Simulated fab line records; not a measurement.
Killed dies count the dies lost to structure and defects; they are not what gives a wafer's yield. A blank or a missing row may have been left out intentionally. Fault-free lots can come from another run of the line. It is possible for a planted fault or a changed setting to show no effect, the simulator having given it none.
fab line records	flow sfq_line	part 2 of 2: steps 29 to 40 of 40
[record] lots = 5	wafers = 15	last_day = 91
route steps=325 shown I2@117 M3@118 I3@133 M4@148
lots that met no fault: taken from a fault-free run of the same line
start_h: the number of hours between the record's first day and the start of the first shown wafer of the lot	wait_h: how many hours have passed since the lot's step before this one	" the same as in the row above	L1.1+2: a single row standing in for several wafers	- either no value or no given start	* or withheld: withheld	< > ~ a bound
route shown NAME@n: names a module that has steps shown in the file, with the first one's number in the route	usual: mean/standard deviation of fault-free wafers	same: alike in all rows	chamber/n: place in a boat	sites: each site's reading	_std_site: standard deviation of those values	_edge_site: mean of outer sites minus mean of inner sites	radius_mm: for every site, how far away it sits from the centre of the wafer	mask NAME#n: copy n	behind: the tool/chamber that last shaped the wafer	hold: the reason the lot was held/the length of the hold in hours/how it ended	device: the transistor (n, p or np) that didn't switch	end of line: tests of these same wafers at the route's end	step lacking rows: just its recipe	killed: dies lost to structure and defects at the first sort, not the wafer's yield	map: a wafer's dies, x killed, . not, _ none there
set.NAME: the setting as run; set.NAME@STEP: as run at that earlier step	model.NAME: the simulator's own value behind a step, which no gauge read
lots at selected steps of the route; one table per step, one row per wafer
services: the hour from which a tool's chamber was out of use, counted from the record's first day as start_h (under 0 if before that day), plus the number of hours and why
[[steps]]
[step SFQ_TRILAYER_I3_VIA_STRIP_STRIP_089]
[recipe] gas = O2	power_w = 200	platen_temp_c = 40	overash_fraction = 0.65	chemistry = O2	pressure_mtorr = 50
[usual] drypump_motor_current_A = 5.6/0.36	oes_product_au = 1.002/0.014
lot.wafer	tool	chamber	start_h	wait_h	drypump_motor_current_A	oes_product_au	rf_hours_counter_h
L074.1	rie_metal-03	1	1197.49	-	5.2	0.993	20
L074.2	"	0	"	"	5.9	1.012	29
L074.3	"	0	"	"	6.0	1.019	-
L075.3	rie_metal-02	0	1202.69	-	5.5	0.993	-
L075.4	"	0	"	"	5.6	0.999	-
L075.6	"	0	"	"	5.5	0.997	-
L081.3	rie_metal-03	0	1258.11	-	5.9	1.017	-
L081.5	"	1	"	"	5.2	0.982	-
L081.6	"	0	"	"	6.0	1.015	-
L082.1	rie_metal-04	1	1268.71	-	5.5	0.982	46
L082.3	"	1	"	"	5.5	0.983	-
L082.6	"	1	"	"	5.5	0.980	-
L089.2	rie_metal-04	0	1335.81	-	5.4	1.000	94
L089.4	"	0	"	"	5.4	1.009	-
L089.6	"	0	"	"	5.4	1.000	-
[step SFQ_TRILAYER_I3_VIA_STRIP_SOLV_CLEAN_090]
[recipe] chemistry = NMP	temp_c = 70	time_s = 600
[same] time_s = 600
lot.wafer	tool	chamber	start_h	wait_h
L074.1+2+3	wet_bench-03	6,4,2	1198.09	0.4
L075.3+4+6	wet_bench-02	6,1,4	1203.49	0.6
L081.3+5+6	wet_bench-02	3,4,1	1258.51	0.2
L082.1+3+6	wet_bench-02	5,2,3	1269.31	0.4
L089.2+4+6	wet_bench-02	3,7,6	1336.41	0.4
[step SFQ_TRILAYER_M4_DEP_PRE_CLEAN_092]
[recipe] gas = Ar	time_s = 22.5	bias_v = 250
[same] time_s = 22.5
lot.wafer	tool	chamber	start_h	wait_h
L074.1+2+3	pvd_sputter-04	-	1198.27	0.0
L075.3+4+6	pvd_sputter-03	-	1203.67	0.0
L081.3+5+6	pvd_sputter-04	-	1258.68	0.0
L082.1+3+6	pvd_sputter-05	-	1269.48	0.0
L089.2+4+6	pvd_sputter-05	-	1336.58	0.0
[step SFQ_TRILAYER_M4_DEP_SPUTTER_091]
[recipe] material = Nb	base_pressure_pa = 1.33e-06	chamber_pressure_pa = 0.1333	substrate_temp_c = 20	resputter_cathode_voltage_v = 400	target_thk_nm = 200	power_w = 2000	time_s = 133.3
[usual] throttle_valve_pct = 29.9/1.3
[same] time_s = 133.3
lot.wafer	tool	chamber	start_h	wait_h	throttle_valve_pct
L074.1	pvd_sputter-04	-	1198.30	0.0	27.2
L074.2	"	-	"	"	30.5
L074.3	"	-	"	"	30.3
L075.3	pvd_sputter-03	-	1203.70	0.0	27.8
L075.4	"	-	"	"	29.7
L075.6	"	-	"	"	29.7
L081.3	pvd_sputter-04	-	1258.71	0.0	30.2
L081.5	"	-	"	"	30.0
L081.6	"	-	"	"	30.4
L082.1	pvd_sputter-05	-	1269.51	0.0	31.1
L082.3	"	-	"	"	28.3
L082.6	"	-	"	"	31.1
L089.2	pvd_sputter-05	-	1336.61	0.0	31.0
L089.4	"	-	"	"	31.2
L089.6	"	-	"	"	31.1
[step SFQ_M4_RS_MEAS_924]
[recipe] thk_meas_gauge = four-point-probe	reads = Nb_of_TRILAYER_M4_DEP_SPUTTER_091
[usual] M4_NB_RS = 0.897/0.013
lot.wafer	tool	chamber	start_h	wait_h	M4_NB_RS[ohm/sq]
L074.1	film_metro-03	-	1198.39	0.0	0.913
L074.2	"	-	"	"	0.895
L074.3	"	-	"	"	0.898
L075.3	film_metro-01	-	1203.83	0.1	0.895
L075.4	"	-	"	"	0.908
L075.6	"	-	"	"	0.917
L081.3	film_metro-04	-	1258.84	0.1	0.901
L081.5	"	-	"	"	0.878
L081.6	"	-	"	"	0.900
L082.1	film_metro-03	-	1269.60	0.0	0.880
L082.3	"	-	"	"	0.892
L082.6	"	-	"	"	0.883
L089.2	film_metro-01	-	1336.72	0.1	0.915
L089.4	"	-	"	"	0.885
L089.6	"	-	"	"	0.888
[step SFQ_TRILAYER_M4_LITHO_COAT_098]
[recipe] resist = BARC	spin_rpm = 3000	resist_thk_nm = 62
lot.wafer	tool	chamber	start_h	wait_h
L074.1+2+3	litho_track-04	0	1198.57	0.1
L075.3+4+6	litho_track-03	0	1204.07	0.1
L081.3+5+6	litho_track-02	0	1259.08	0.1
L082.1+3+6	litho_track-04	0	1269.83	0.1
L089.2+4+6	litho_track-02	0	1336.93	0.1
[step SFQ_TRILAYER_M4_LITHO_COAT_093]
[recipe] resist = KrF	spin_rpm = 3000	resist_thk_nm = 600
lot.wafer	tool	chamber	start_h	wait_h
L074.1+2+3	litho_track-04	0	1198.87	0.2
L075.3+4+6	litho_track-03	0	1204.37	0.2
L081.3+5+6	litho_track-02	0	1259.38	0.2
L082.1+3+6	litho_track-04	0	1270.13	0.2
L089.2+4+6	litho_track-02	0	1337.23	0.2
[step SFQ_TRILAYER_M4_LITHO_SOFTBAKE_097]
[recipe] temp_c = withheld	time_s = withheld	resist = KrF
lot.wafer	tool	chamber	start_h	wait_h
L074.1+2+3	litho_track-04	0	1199.17	0.2
L075.3+4+6	litho_track-03	0	1204.62	0.2
L081.3+5+6	litho_track-02	0	1259.63	0.2
L082.1+3+6	litho_track-04	0	1270.43	0.2
L089.2+4+6	litho_track-02	0	1337.51	0.2
[step SFQ_TRILAYER_M4_LITHO_EXPOSE_094]
[recipe] mask_id = M4	na = 0.6	source_shape = conventional	sigma_outer = 0.65	target_cd_nm = 500	dose_mj = 14.4
[usual] stage_vel_mm_s = 500.00/0.27
lot.wafer	tool	chamber	start_h	wait_h	mask	stage_vel_mm_s
L074.1	krf_scanner-01	0	1326.99	-	M4#0	499.85
L074.2	"	0	"	"	M4#0	499.76
L074.3	"	0	"	"	M4#0	499.81
L075.3	krf_scanner-02	0	1335.72	-	M4#0	499.95
L075.4	"	0	"	"	M4#0	500.13
L075.6	"	0	"	"	M4#0	499.96
L081.3	krf_scanner-02	0	1380.12	-	M4#0	499.43
L081.5	"	0	"	"	M4#0	500.00
L081.6	"	0	"	"	M4#0	499.79
L082.1	krf_scanner-02	0	1389.32	-	M4#0	499.72
L082.3	"	0	"	"	M4#0	499.71
L082.6	"	0	"	"	M4#0	499.93
L089.2	krf_scanner-02	0	1451.69	-	M4#0	500.04
L089.4	"	0	"	"	M4#0	500.06
L089.6	"	0	"	"	M4#0	500.16
[step SFQ_TRILAYER_M4_LITHO_PEB_096]
[recipe] peb_temp_c = 115	peb_time_s = 60	resist = KrF
[same] peb_time_s = 60
lot.wafer	tool	chamber	start_h	wait_h
L074.1+2+3	litho_track-04	0	1328.19	1.0
L075.3+4+6	litho_track-03	0	1336.57	0.7
L081.3+5+6	litho_track-04	0	1380.97	0.7
L082.1+3+6	litho_track-02	0	1390.52	1.0
L089.2+4+6	litho_track-03	0	1452.72	0.8
[step SFQ_TRILAYER_M4_LITHO_DEVELOP_095]
[recipe] time_s = 60	resist = KrF
[same] time_s = 60
lot.wafer	tool	chamber	start_h	wait_h
L074.1+2+3	litho_track-04	0	1328.34	0.1
L075.3+4+6	litho_track-03	0	1336.72	0.1
L081.3+5+6	litho_track-04	0	1381.12	0.1
L082.1+3+6	litho_track-02	0	1390.67	0.1
L089.2+4+6	litho_track-03	0	1452.87	0.1
[step SFQ_M4_OVL_MEAS_926]
[usual] M4_OVL = 1/6.8
lot.wafer	tool	chamber	start_h	wait_h	M4_OVL[nm]
L074.1	overlay-01	-	1328.49	0.1	1
L074.2	"	-	"	"	7
L074.3	"	-	"	"	-1
L075.3	overlay-02	-	1336.83	0.1	7
L075.4	"	-	"	"	6
L075.6	"	-	"	"	6
L081.3	overlay-02	-	1381.23	0.1	17
L081.5	"	-	"	"	19
L081.6	"	-	"	"	8
L082.1	overlay-01	-	1390.82	0.1	6
L082.3	"	-	"	"	5
L082.6	"	-	"	"	3
L089.2	overlay-02	-	1453.00	0.1	-5
L089.4	"	-	"	"	-3
L089.6	"	-	"	"	-4
[[services]]
tool	chamber	start_h	hours	kind
krf_scanner-02	-	898.05	1.3	pm
krf_scanner-02	-	903.42	0.8	pm
rie_metal-04	-	906.99	14.6	pm
rie_metal-03	0	924.03	11.3	repair
rie_diel-03	-	924.76	2.8	pm
krf_scanner-02	-	981.37	4.0	pm
krf_scanner-02	-	986.86	6.1	repair
krf_scanner-02	-	992.93	1.0	pm
rie_diel-03	1	1016.56	14.4	repair
rie_diel-03	2	1021.30	13.3	repair
rie_metal-04	0	1034.08	2.8	repair
rie_metal-04	0	1041.06	2.6	repair
rie_diel-03	1	1043.92	2.9	repair
krf_scanner-02	-	1066.82	1.3	pm
krf_scanner-02	-	1072.22	0.8	pm
krf_scanner-02	-	1157.07	1.0	pm
rie_metal-04	1	1202.51	1.0	repair
rie_metal-04	-	1234.26	1.9	repair
krf_scanner-02	-	1241.40	0.8	pm
krf_scanner-02	-	1243.48	1.3	pm
krf_scanner-02	-	1322.07	5.4	repair
krf_scanner-02	-	1329.52	1.0	pm
krf_scanner-02	-	1410.92	0.8	pm
krf_scanner-02	-	1418.87	1.3	pm
